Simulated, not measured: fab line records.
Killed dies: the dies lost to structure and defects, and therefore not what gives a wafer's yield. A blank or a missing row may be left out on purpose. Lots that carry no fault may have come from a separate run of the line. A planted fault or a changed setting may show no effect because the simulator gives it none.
Chamber matching + flow gf180mcu + GF_V1_ETCH_16 on rie_diel-03 has 4 sister chambers
The step etches BARC in N2/H2. 14 wafers are shown with their chamber, then 7 later ones without.

WAFERS WITH THEIR CHAMBER
| wafer  | chamber | drypump_motor_current_A (A) | throttle_valve_pct (%) | oes_product_au (a.u.) |
|--------|---------|-----------------------------|------------------------|-----------------------|
| L879.1 | 0       | 5.2                         | 13.219                 | 0.850                 |
| L879.3 | 2       | 6.6                         | 13.216                 | 0.858                 |
| L879.4 | 3       | 5.9                         | 13.231                 | 0.847                 |
| L885.1 | 3       | 5.9                         | 13.207                 | 0.854                 |
| L885.4 | 1       | 5.7                         | 13.251                 | 0.851                 |
| L885.5 | 2       | 6.7                         | 13.217                 | 0.857                 |
| L892.1 | 2       | 6.6                         | 13.230                 | 0.855                 |
| L892.4 | 3       | 5.9                         | 13.242                 | 0.862                 |
| L892.6 | 2       | 6.6                         | 13.207                 | 0.864                 |
| L893.3 | 3       | 5.9                         | 13.213                 | 0.857                 |
| L893.4 | 0       | 5.2                         | 13.223                 | 0.854                 |
| L893.6 | 3       | 5.9                         | 13.226                 | 0.845                 |
| L895.2 | 2       | 6.6                         | 13.219                 | 0.857                 |
| L895.3 | 1       | 5.7                         | 13.236                 | 0.852                 |

SIGNATURES (averages over the wafers above)
| reading                 | chamber 0 | chamber 1 | chamber 2 | chamber 3 | scatter within a chamber |
|-------------------------|-----------|-----------|-----------|-----------|--------------------------|
| drypump_motor_current_A | 5.200     | 5.700     | 6.620     | 5.900     | 0.0283                   |
| throttle_valve_pct      | 13.22100  | 13.24350  | 13.21780  | 13.22380  | 0.0109                   |
| oes_product_au          | 0.85200   | 0.85150   | 0.85820   | 0.85300   | 0.00503                  |
Rule: for a wafer and a chamber, the distance is found by dividing, reading by reading, the gap between the wafer's reading and the chamber's mean by the reading's scatter, squaring, summing and taking the root. If the next closest chamber is less than 2 further off than the closest, the wafer can't be placed; otherwise it belongs to the closest. How the scatter is found: for the shown wafers, subtract from each reading the mean of its chamber, square and add these, divide the total by (wafers less chambers), then take the root.

WAFERS MISSING THEIR CHAMBER
| wafer  | drypump_motor_current_A (A) | throttle_valve_pct (%) | oes_product_au (a.u.) |
|--------|-----------------------------|------------------------|-----------------------|
| L895.6 | 5.2                         | 13.215                 | 0.853                 |
| L897.3 | 6.6                         | 13.229                 | 0.850                 |
| L897.4 | 5.7                         | 13.218                 | 0.856                 |
| L897.6 | 5.2                         | 13.224                 | 0.858                 |
| L898.2 | 5.2                         | 13.234                 | 0.857                 |
| L898.3 | 6.7                         | 13.205                 | 0.866                 |
| L898.6 | 5.2                         | 13.229                 | 0.845                 |

WHICH CHAMBER EACH ONE RAN IN
| wafer  | from the rows above | in truth |
|--------|---------------------|----------|
| L895.6 | 0                   | 0        |
| L897.3 | 2                   | 2        |
| L897.4 | 1                   | 1        |
| L897.6 | 0                   | 0        |
| L898.2 | 0                   | 0        |
| L898.3 | 2                   | 2        |
| L898.6 | 0                   | 0        |
Correct placement for 7 of the 7. Number that these rows cannot place: 0. Wrongly placed: 0.
